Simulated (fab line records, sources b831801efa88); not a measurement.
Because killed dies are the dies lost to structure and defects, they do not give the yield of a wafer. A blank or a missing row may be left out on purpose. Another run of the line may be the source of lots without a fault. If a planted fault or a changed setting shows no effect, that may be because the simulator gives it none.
Chamber matching    flow gf180mcu    3 sister chambers for GF_V4_CVD_02 on pecvd-03
The step deposits SiO2 from TEOS, target thk 850 nm, time 94.851 s. 3 wafers are shown with their chamber, then 12 later ones without.

== WAFERS, EACH WITH ITS CHAMBER ==
wafer   chamber  heater power w (W)
L087.1  0        631
L087.2  1        801
L087.3  2        574

== WAFERS MISSING THEIR CHAMBER ==
wafer   heater power w (W)
L087.4  698
L087.5  814
L087.6  615
L091.2  575
L091.4  607
L091.5  675
L094.1  795
L094.2  671
L094.3  538
L094.4  581
L094.5  740
L094.6  638

== THE CHAMBER EACH PASSED THROUGH ==
wafer   from the rows above           in truth
L087.4  can't be placed: 0 or 1 or 2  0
L087.5  1                             1
L087.6  can't be placed: 0 or 2       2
L091.2  can't be placed: 2 or 0       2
L091.4  can't be placed: 0 or 2       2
L091.5  can't be placed: 0 or 2       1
L094.1  1                             1
L094.2  can't be placed: 0 or 2       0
L094.3  can't be placed: 2 or 0       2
L094.4  can't be placed: 2 or 0       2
L094.5  can't be placed: 1 or 0       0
L094.6  can't be placed: 0 or 2       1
Correct placement for 2 of the 12. Unplaceable from these rows: 10, with the true chamber sitting among the candidates in 8. Wrongly placed: 0.
How it was worked out, from the rows above alone: a wafer's distance from a chamber is the root of the sum, over the readings, of the square of ((its reading less the chamber's mean) divided by the reading's scatter). The wafer belongs to the nearest chamber; if the next one is less than 2 further off, it can't be placed. The mean given for a chamber averages the wafers shown for that chamber. The scatter: with one shown wafer a chamber, the root of the mean of the squares of how far each hidden wafer lies from its nearest shown one.
